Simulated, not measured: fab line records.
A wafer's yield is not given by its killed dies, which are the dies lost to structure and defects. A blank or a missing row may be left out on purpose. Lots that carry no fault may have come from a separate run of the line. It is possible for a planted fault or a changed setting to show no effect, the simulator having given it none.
Which of the tools did it? / flow sky130 / 11 lots with 30 wafers sampled at 6 steps, on a route of 708 steps

## WHAT THE GAUGES SHOWED, per wafer
SKY_SD_P_OVL_MEAS_08. Usual: SD_P_OVL gives -0.2 nm (standard deviation 1.8).
lot=L427; measured=day 26 08:56; on=overlay-01; SD_P_OVL (nm)=0.6 0.2 0.2; flag=
lot=L430; measured=day 27 16:55; on=overlay-01; SD_P_OVL (nm)=-2.8 -1.7 -2.9; flag=
lot=L432; measured=day 28 15:33; on=overlay-01; SD_P_OVL (nm)=-2.7 -3.1 -0.7; flag=
lot=L433; measured=day 29 07:02; on=overlay-02; SD_P_OVL (nm)=0.8 1.3 -0.6; flag=
lot=L434; measured=day 29 11:02; on=overlay-01; SD_P_OVL (nm)=0.2 0.4 1.0; flag=
lot=L436; measured=day 30 01:25; on=overlay-01; SD_P_OVL (nm)=-0.7 -1.0 -1.7; flag=
lot=L441; measured=day 32 02:20; on=overlay-01; SD_P_OVL (nm)=-0.5 -0.8 0.8; flag=
lot=L438; measured=day 32 02:41; on=overlay-02; SD_P_OVL (nm)=-0.1 1.4 1.4; flag=
lot=L446; measured=day 33 19:02; on=overlay-01; SD_P_OVL (nm)=-1.4 -1.1; flag=
lot=L447; measured=day 33 21:10; on=overlay-01; SD_P_OVL (nm)=-0.7 0.1; flag=
lot=L448; measured=day 34 02:20; on=overlay-02; SD_P_OVL (nm)=-1.8 -0.3; flag=

SKY_LI_CONTACT_RS_MEAS_22: measurement is done with a four-point probe. Usual: LI_CONTACT_W_RS gives 0.2860 ohm/sq (standard deviation 0.0027).
lot=L427; measured=day 30 02:31; on=film_metro-04; LI_CONTACT_W_RS (ohm/sq)=0.2861 0.2852 0.2885; flag=
lot=L430; measured=day 31 09:39; on=film_metro-04; LI_CONTACT_W_RS (ohm/sq)=0.2903 0.2866 0.2882; flag=
lot=L432; measured=day 32 07:43; on=film_metro-03; LI_CONTACT_W_RS (ohm/sq)=0.2876 0.2902 0.2875; flag=
lot=L433; measured=day 32 21:10; on=film_metro-04; LI_CONTACT_W_RS (ohm/sq)=0.2874 0.2869 0.2865; flag=
lot=L434; measured=day 33 01:22; on=film_metro-03; LI_CONTACT_W_RS (ohm/sq)=0.2831 0.2849 0.2869; flag=
lot=L436; measured=day 33 12:40; on=film_metro-03; LI_CONTACT_W_RS (ohm/sq)=0.2844 0.2812 0.2834; flag=
lot=L441; measured=day 35 07:37; on=film_metro-04; LI_CONTACT_W_RS (ohm/sq)=0.2842 0.2891 0.2862; flag=
lot=L438; measured=day 35 07:45; on=film_metro-02; LI_CONTACT_W_RS (ohm/sq)=0.2829 0.2864 0.2896; flag=
lot=L446; measured=day 37 00:47; on=film_metro-03; LI_CONTACT_W_RS (ohm/sq)=0.2614 0.2599; flag=OFF
lot=L447; measured=day 37 03:18; on=film_metro-02; LI_CONTACT_W_RS (ohm/sq)=0.2897 0.2632; flag=OFF
lot=L448; measured=day 37 08:04; on=film_metro-04; LI_CONTACT_W_RS (ohm/sq)=0.2872 0.2617; flag=OFF

SKY_LI_CONTACT_THK_MEAS_23: measures by xrf. Usual: LI_CONTACT_W_THK gives 404 nm (standard deviation 4.9).
lot=L427; measured=day 30 02:37; on=film_metro-04; LI_CONTACT_W_THK (nm)=410 410 402; flag=
lot=L430; measured=day 31 09:46; on=film_metro-04; LI_CONTACT_W_THK (nm)=399 404 400; flag=
lot=L432; measured=day 32 07:50; on=film_metro-03; LI_CONTACT_W_THK (nm)=400 395 396; flag=
lot=L433; measured=day 32 21:17; on=film_metro-04; LI_CONTACT_W_THK (nm)=401 406 402; flag=
lot=L434; measured=day 33 01:29; on=film_metro-03; LI_CONTACT_W_THK (nm)=407 402 402; flag=
lot=L436; measured=day 33 12:47; on=film_metro-03; LI_CONTACT_W_THK (nm)=408 411 407; flag=
lot=L441; measured=day 35 07:44; on=film_metro-04; LI_CONTACT_W_THK (nm)=412 402 410; flag=
lot=L438; measured=day 35 07:52; on=film_metro-02; LI_CONTACT_W_THK (nm)=404 400 396; flag=
lot=L446; measured=day 37 00:54; on=film_metro-03; LI_CONTACT_W_THK (nm)=442 444; flag=OFF
lot=L447; measured=day 37 03:25; on=film_metro-02; LI_CONTACT_W_THK (nm)=402 437; flag=OFF
lot=L448; measured=day 37 08:11; on=film_metro-04; LI_CONTACT_W_THK (nm)=409 451; flag=OFF

## EACH LOT AND THE TOOL THAT RAN IT (in order: tool; ch and the chambers of the sampled wafers; start)
lot=L427; SKY_SD_N_RTA_14=rtp_anneal-01 ch 0, day 28 20:05; SKY_LI_CONTACT_SPUTTER_19=pvd_sputter-04, day 30 02:14; SKY_LI_CONTACT_CVD_21=cvd_w-01 ch 0,1, day 30 02:22
lot=L430; SKY_SD_N_RTA_14=rtp_anneal-02 ch 0, day 30 03:20; SKY_LI_CONTACT_SPUTTER_19=pvd_sputter-02, day 31 09:23; SKY_LI_CONTACT_CVD_21=cvd_w-02 ch 0,1, day 31 09:32
lot=L432; SKY_SD_N_RTA_14=rtp_anneal-02 ch 0, day 31 02:53; SKY_LI_CONTACT_SPUTTER_19=pvd_sputter-02, day 32 07:26; SKY_LI_CONTACT_CVD_21=cvd_w-02 ch 0,1, day 32 07:35
lot=L433; SKY_SD_N_RTA_14=rtp_anneal-01 ch 0, day 31 16:34; SKY_LI_CONTACT_SPUTTER_19=pvd_sputter-04, day 32 20:53; SKY_LI_CONTACT_CVD_21=cvd_w-02 ch 0,1, day 32 21:01
lot=L434; SKY_SD_N_RTA_14=rtp_anneal-02 ch 0, day 31 20:59; SKY_LI_CONTACT_SPUTTER_19=pvd_sputter-02, day 33 01:07; SKY_LI_CONTACT_CVD_21=cvd_w-02 ch 0,1, day 33 01:14
lot=L436; SKY_SD_N_RTA_14=rtp_anneal-02 ch 0, day 32 09:56; SKY_LI_CONTACT_SPUTTER_19=pvd_sputter-03, day 33 12:25; SKY_LI_CONTACT_CVD_21=cvd_w-01 ch 0,1, day 33 12:32
lot=L441; SKY_SD_N_RTA_14=rtp_anneal-01 ch 0, day 34 03:59; SKY_LI_CONTACT_SPUTTER_19=pvd_sputter-03, day 35 07:21; SKY_LI_CONTACT_CVD_21=cvd_w-01 ch 0,1, day 35 07:29
lot=L438; SKY_SD_N_RTA_14=rtp_anneal-02 ch 0, day 34 05:05; SKY_LI_CONTACT_SPUTTER_19=pvd_sputter-02, day 35 07:28; SKY_LI_CONTACT_CVD_21=cvd_w-02 ch 0,1, day 35 07:36
lot=L446; SKY_SD_N_RTA_14=rtp_anneal-02 ch 0, day 35 21:47; SKY_LI_CONTACT_SPUTTER_19=pvd_sputter-03, day 37 00:31; SKY_LI_CONTACT_CVD_21=cvd_w-02 ch 1, day 37 00:38
lot=L447; SKY_SD_N_RTA_14=rtp_anneal-01 ch 0, day 35 23:51; SKY_LI_CONTACT_SPUTTER_19=pvd_sputter-04, day 37 03:02; SKY_LI_CONTACT_CVD_21=cvd_w-02 ch 0, day 37 03:10
lot=L448; SKY_SD_N_RTA_14=rtp_anneal-01 ch 0, day 36 05:05; SKY_LI_CONTACT_SPUTTER_19=pvd_sputter-02, day 37 07:41; SKY_LI_CONTACT_CVD_21=cvd_w-02 ch 1, day 37 07:49
- SKY_SD_N_RTA_14: time 2 s.
- SKY_LI_CONTACT_SPUTTER_19: material Ti, target thk 20 nm, time 106.37 s.
- SKY_LI_CONTACT_CVD_21: deposits W, target thk 400 nm, time 120.56 s.

## AS READ BY THE TOOLS THEMSELVES (means over the sampled wafers that have a number; for cases with no such wafer, the mark the record gives instead)
SKY_SD_N_RTA_14. Usual: lamp_power_pct 15.74 %, standard deviation 0.049; wafer_temp_C_max 1078.1, standard deviation 1.4.
lot=L427; tool=rtp_anneal-01; lamp_power_pct (%)=15.74; wafer_temp_C_max=1077.7; flag=
lot=L430; tool=rtp_anneal-02; lamp_power_pct (%)=15.77; wafer_temp_C_max=1077.6; flag=
lot=L432; tool=rtp_anneal-02; lamp_power_pct (%)=15.73; wafer_temp_C_max=1078.1; flag=
lot=L433; tool=rtp_anneal-01; lamp_power_pct (%)=15.69; wafer_temp_C_max=1077.5; flag=
lot=L434; tool=rtp_anneal-02; lamp_power_pct (%)=15.76; wafer_temp_C_max=1078.3; flag=
lot=L436; tool=rtp_anneal-02; lamp_power_pct (%)=15.73; wafer_temp_C_max=1077.4; flag=
lot=L441; tool=rtp_anneal-01; lamp_power_pct (%)=15.72; wafer_temp_C_max=1075.9; flag=
lot=L438; tool=rtp_anneal-02; lamp_power_pct (%)=15.75; wafer_temp_C_max=1077.8; flag=
lot=L446; tool=rtp_anneal-02; lamp_power_pct (%)=15.75; wafer_temp_C_max=1077.3; flag=
lot=L447; tool=rtp_anneal-01; lamp_power_pct (%)=15.71; wafer_temp_C_max=1079.3; flag=
lot=L448; tool=rtp_anneal-01; lamp_power_pct (%)=15.73; wafer_temp_C_max=1077.9; flag=

SKY_LI_CONTACT_SPUTTER_19. Usual: 30.0 % for throttle_valve_pct, sd 1.1.
lot=L427; tool=pvd_sputter-04; throttle_valve_pct (%)=30.0; flag=
lot=L430; tool=pvd_sputter-02; throttle_valve_pct (%)=30.5; flag=
lot=L432; tool=pvd_sputter-02; throttle_valve_pct (%)=28.9; flag=
lot=L433; tool=pvd_sputter-04; throttle_valve_pct (%)=30.6; flag=
lot=L434; tool=pvd_sputter-02; throttle_valve_pct (%)=30.2; flag=
lot=L436; tool=pvd_sputter-03; throttle_valve_pct (%)=30.2; flag=
lot=L441; tool=pvd_sputter-03; throttle_valve_pct (%)=30.1; flag=
lot=L438; tool=pvd_sputter-02; throttle_valve_pct (%)=29.5; flag=
lot=L446; tool=pvd_sputter-03; throttle_valve_pct (%)=30.1; flag=
lot=L447; tool=pvd_sputter-04; throttle_valve_pct (%)=29.2; flag=
lot=L448; tool=pvd_sputter-02; throttle_valve_pct (%)=30.5; flag=

SKY_LI_CONTACT_CVD_21. Usual: chamber_pressure_Torr 40.00 Torr, standard deviation 0.078; heater_power_w 836 W, standard deviation 78.
lot=L427; tool=cvd_w-01; chamber_pressure_Torr (Torr)=39.95; heater_power_w (W)=778; flag=
lot=L430; tool=cvd_w-02; chamber_pressure_Torr (Torr)=40.00; heater_power_w (W)=839; flag=
lot=L432; tool=cvd_w-02; chamber_pressure_Torr (Torr)=40.03; heater_power_w (W)=912; flag=
lot=L433; tool=cvd_w-02; chamber_pressure_Torr (Torr)=39.99; heater_power_w (W)=852; flag=
lot=L434; tool=cvd_w-02; chamber_pressure_Torr (Torr)=39.96; heater_power_w (W)=890; flag=
lot=L436; tool=cvd_w-01; chamber_pressure_Torr (Torr)=39.96; heater_power_w (W)=786; flag=
lot=L441; tool=cvd_w-01; chamber_pressure_Torr (Torr)=40.01; heater_power_w (W)=783; flag=
lot=L438; tool=cvd_w-02; chamber_pressure_Torr (Torr)=40.03; heater_power_w (W)=909; flag=
lot=L446; tool=cvd_w-02; chamber_pressure_Torr (Torr)=39.92; heater_power_w (W)=791; flag=
lot=L447; tool=cvd_w-02; chamber_pressure_Torr (Torr)=40.06; heater_power_w (W)=946; flag=
lot=L448; tool=cvd_w-02; chamber_pressure_Torr (Torr)=40.02; heater_power_w (W)=796; flag=

## THE ANSWER, worked out from the rows above alone
Rule: lot off if the mean of its wafers having a number is beyond 3 standard deviations from the usual mean. A lot without any number at a reading at which 4 lots or more have one is off too. All remaining lots with rows at the step are treated as sound. The gauges are gone through in route order, then the tools' own readings, and for those a lot's mean is taken as printed above. At the first step where some lot is off, the reading lying furthest off is the one used; lots without a number count as furthest.
Off: at SKY_LI_CONTACT_RS_MEAS_22 (LI_CONTACT_W_RS), L446, L447, L448.
If a tool, at a process step before that reading, ran all the lots that are off and no sound lot after the first of them, it fits. Those tools and the gauges at SKY_LI_CONTACT_RS_MEAS_22 are tried in the same way. One fits: SKY_LI_CONTACT_CVD_21 on cvd_w-02. Its last sound lot is L438 (day 35 07:36), its first lot that is off L446 (day 37 00:38): a fault that began between those two fits.

## WHAT HAD BEEN PUT IN BY THE SIMULATOR
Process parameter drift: cvd_w-02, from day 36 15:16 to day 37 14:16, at SKY_LI_CONTACT_CVD_21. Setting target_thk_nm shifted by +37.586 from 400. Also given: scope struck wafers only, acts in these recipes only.
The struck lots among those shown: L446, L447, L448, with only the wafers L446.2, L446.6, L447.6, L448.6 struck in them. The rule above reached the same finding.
